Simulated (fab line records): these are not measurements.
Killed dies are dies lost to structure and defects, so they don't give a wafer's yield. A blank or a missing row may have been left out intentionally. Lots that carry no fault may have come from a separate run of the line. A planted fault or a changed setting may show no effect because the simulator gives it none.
Which tool is to blame? | flow sfq-line | 13 lots, 39 wafers sampled, at 5 steps of a route of 325

== WHAT EACH GAUGE READ, for each wafer ==
SFQ_M1_OVL_MEAS_911. Usual: for M1_OVL the level is 1 nm and the standard deviation is 4.9.
lot  | measured     | on         | M1_OVL (nm) | flag
L619 | day 21 02:02 | overlay-02 | 0 7 0       |
L620 | day 21 08:01 | overlay-01 | 2 4 2       |
L621 | day 22 01:24 | overlay-02 | 6 10 11     |
L623 | day 22 15:14 | overlay-01 | -2 3 1      |
L624 | day 23 09:53 | overlay-01 | 6 6 2       |
L625 | day 24 21:53 | overlay-01 | -6 5 -2     |
L630 | day 26 20:17 | overlay-01 | -1 -7 -3    |
L631 | day 26 21:29 | overlay-01 | -3 -4 -4    |
L633 | day 26 23:52 | overlay-01 | 0 7 -4      |
L636 | day 27 03:29 | overlay-02 | -1 2 3      |
L637 | day 27 04:41 | overlay-02 | 8 3 6       |
L641 | day 27 09:28 | overlay-02 | -6 -8 -4    |
L642 | day 27 11:52 | overlay-02 | 2 -2 0      |

== TOOL THAT RAN EACH LOT (tool first, then ch and the chambers of the sampled wafers, then the start) ==
lot  | SFQ_TRILAYER_M0_STRIP_STRIP_025   | SFQ_TRILAYER_I0_CMP_CMP_028   | SFQ_TRILAYER_I0_METRO_MEASURE_029 | SFQ_TRILAYER_I0_VIA_ETCH_VIA_ETCH_034
L619 | rie-metal-02 ch 0,1, day 10 07:41 | cmp-02 ch 0,3, day 10 09:03   | film-metro-03, day 10 11:52       | rie-diel-03 ch 0,3, day 14 21:34
L620 | rie-metal-03 ch 0,1, day 10 11:17 | cmp-01 ch 0,1,2, day 10 12:40 | film-metro-02, day 10 15:47       | rie-diel-03 ch 2,3, day 15 02:49
L621 | rie-metal-03 ch 0,1, day 10 22:05 | cmp-02 ch 0,1,2, day 10 23:26 | film-metro-02, day 11 02:16       | rie-diel-01 ch 0,3, day 15 18:25
L623 | rie-metal-03 ch 0, day 11 10:52   | cmp-01 ch 0,3, day 11 15:16   | film-metro-03, day 11 18:29       | rie-diel-01 ch 0,1,2, day 16 04:08
L624 | rie-metal-02 ch 0,1, day 11 22:05 | cmp-01 ch 1,2,3, day 12 02:46 | film-metro-03, day 12 05:53       | rie-diel-02 ch 1,2,3, day 16 19:52
L625 | rie-metal-03 ch 0,1, day 12 08:53 | cmp-02 ch 0,1,3, day 12 13:35 | film-metro-04, day 12 16:42       | rie-diel-02 ch 0,1, day 18 00:41
L630 | rie-metal-03 ch 1, day 13 21:06   | cmp-01 ch 0,2,3, day 13 23:10 | film-metro-04, day 14 01:41       | rie-diel-02 ch 1,2,3, day 20 01:34
L631 | rie-metal-02 ch 0,1, day 13 22:55 | cmp-02 ch 0,1,3, day 13 23:46 | film-metro-02, day 14 03:05       | rie-diel-01 ch 0,2,3, day 20 04:30
L633 | rie-metal-04 ch 0,1, day 15 04:10 | cmp-02 ch 0,1,2, day 15 05:01 | film-metro-02, day 15 08:08       | rie-diel-02 ch 1,2, day 21 12:54
L636 | rie-metal-04 ch 0,1, day 16 12:53 | cmp-01 ch 0,3, day 16 14:02   | film-metro-03, day 16 17:16       | rie-diel-01 ch 0,2,3, day 23 07:37
L637 | rie-metal-02 ch 0,1, day 16 23:37 | cmp-01 ch 1,2,3, day 17 00:58 | film-metro-02, day 17 03:47       | rie-diel-02 ch 1,2,3, day 23 19:34
L641 | rie-metal-04 ch 0,1, day 19 09:59 | cmp-01 ch 0,1,3, day 19 12:01 | film-metro-03, day 19 14:08       | rie-diel-01 ch 1,3, day 26 03:34
L642 | rie-metal-04 ch 1, day 19 18:34   | cmp-02 ch 0,1,3, day 19 20:12 | film-metro-04, day 19 23:19       | rie-diel-01 ch 0,1,2, day 26 19:29
- SFQ_TRILAYER_M0_STRIP_STRIP_025: strips in O2.
- SFQ_TRILAYER_I0_CMP_CMP_028: polishes SiO2.
- SFQ_TRILAYER_I0_METRO_MEASURE_029
- SFQ_TRILAYER_I0_VIA_ETCH_VIA_ETCH_034: etches SiO2 in CHF3, stops on Nb, target depth 260 nm.

== AS READ BY THE TOOLS THEMSELVES (means over the sampled wafers that have a number; for cases with no such wafer, the mark the record gives instead) ==
SFQ_TRILAYER_M0_STRIP_STRIP_025. Usual: drypump-motor-current-A 6.2 A, standard deviation 0.44; oes-product-au 1.000 a.u., standard deviation 0.0085; platen-temp-c 40.01 C, standard deviation 0.099.
lot  | tool         | drypump-motor-current-A (A) | oes-product-au (a.u.) | platen-temp-c (C) | flag
L619 | rie-metal-02 | 6.7                         | 1.015                 | 39.93             |
L620 | rie-metal-03 | 6.0                         | 0.995                 | 39.94             |
L621 | rie-metal-03 | 6.0                         | 0.998                 | 40.01             |
L623 | rie-metal-03 | 5.5                         | 1.003                 | 40.02             |
L624 | rie-metal-02 | 6.5                         | 1.007                 | 40.13             |
L625 | rie-metal-03 | 6.0                         | 1.006                 | 39.99             |
L630 | rie-metal-03 | 6.3                         | 0.998                 | 40.08             |
L631 | rie-metal-02 | 6.5                         | 0.987                 | 39.99             |
L633 | rie-metal-04 | 5.9                         | 0.993                 | 40.05             |
L636 | rie-metal-04 | 5.9                         | 1.001                 | 40.12             |
L637 | rie-metal-02 | 6.5                         | 0.999                 | 39.91             |
L641 | rie-metal-04 | 6.0                         | 1.001                 | 39.95             |
L642 | rie-metal-04 | 6.3                         | 0.996                 | 39.93             |

SFQ_TRILAYER_I0_CMP_CMP_028. Usual: motor-current-A 10.5 A, standard deviation 1.2; time-to-endpoint-s 216 s, standard deviation 6.7.
lot  | tool   | motor-current-A (A) | time-to-endpoint-s (s) | flag
L619 | cmp-02 | 10.3                | 222                    |
L620 | cmp-01 | 10.9                | 219                    |
L621 | cmp-02 | 10.7                | 212                    |
L623 | cmp-01 | 10.6                | 215                    |
L624 | cmp-01 | 10.1                | 222                    |
L625 | cmp-02 | 10.6                | 222                    |
L630 | cmp-01 | 10.2                | 209                    |
L631 | cmp-02 | 10.6                | 214                    |
L633 | cmp-02 | 10.8                | 253                    | OFF
L636 | cmp-01 | 10.3                | 211                    |
L637 | cmp-01 | 10.3                | 208                    |
L641 | cmp-01 | 10.1                | 211                    |
L642 | cmp-02 | 10.7                | 213                    |

SFQ_TRILAYER_I0_METRO_MEASURE_029. Usual: thk-nm 200.4 nm, standard deviation 0.97.
lot  | tool          | thk-nm (nm) | flag
L619 | film-metro-03 | 201.3       |
L620 | film-metro-02 | 200.3       |
L621 | film-metro-02 | 200.2       |
L623 | film-metro-03 | 199.2       |
L624 | film-metro-03 | 201.4       |
L625 | film-metro-04 | 200.7       |
L630 | film-metro-04 | 199.6       |
L631 | film-metro-02 | 200.4       |
L633 | film-metro-02 | 270.3       | OFF
L636 | film-metro-03 | 200.6       |
L637 | film-metro-02 | 199.7       |
L641 | film-metro-03 | 199.2       |
L642 | film-metro-04 | 201.3       |

SFQ_TRILAYER_I0_VIA_ETCH_VIA_ETCH_034. Usual: drypump-motor-current-A 5.9 A, standard deviation 0.51; oes-product-au 0.855 a.u., standard deviation 0.0045.
lot  | tool        | drypump-motor-current-A (A) | oes-product-au (a.u.) | flag
L619 | rie-diel-03 | 5.4                         | 0.856                 |
L620 | rie-diel-03 | 5.8                         | 0.855                 |
L621 | rie-diel-01 | 6.1                         | 0.856                 |
L623 | rie-diel-01 | 5.7                         | 0.853                 |
L624 | rie-diel-02 | 5.8                         | 0.857                 |
L625 | rie-diel-02 | 6.1                         | 0.857                 |
L630 | rie-diel-02 | 5.8                         | 0.854                 |
L631 | rie-diel-01 | 5.8                         | 0.853                 |
L633 | rie-diel-02 | 5.7                         | 0.951                 | OFF
L636 | rie-diel-01 | 5.8                         | 0.856                 |
L637 | rie-diel-02 | 5.9                         | 0.855                 |
L641 | rie-diel-01 | 6.3                         | 0.852                 |
L642 | rie-diel-01 | 5.7                         | 0.856                 |

== THE ANSWER, worked out from the rows above alone ==
Rule: a lot is off if the mean of its wafers that have a number lies more than 3 standard deviations from the usual mean. Also off: a lot with no number at a reading for which 4 or more lots have one. All remaining lots with rows at the step are treated as sound. After the gauges, taken in route order, come the tools' own readings; for these a lot's mean is taken, as printed above. The first step at which some lot is off is used, and at that step the reading that is off furthest; a lot without a number counts as furthest.
Off at SFQ_TRILAYER_I0_CMP_CMP_028 (time-to-endpoint-s): L633.
A tool fits if, at that step or a process step before it, it ran every lot that is off, and no sound lot after the first of them. None of those tried fits.

== WHAT THE SIMULATOR HAD INSERTED ==
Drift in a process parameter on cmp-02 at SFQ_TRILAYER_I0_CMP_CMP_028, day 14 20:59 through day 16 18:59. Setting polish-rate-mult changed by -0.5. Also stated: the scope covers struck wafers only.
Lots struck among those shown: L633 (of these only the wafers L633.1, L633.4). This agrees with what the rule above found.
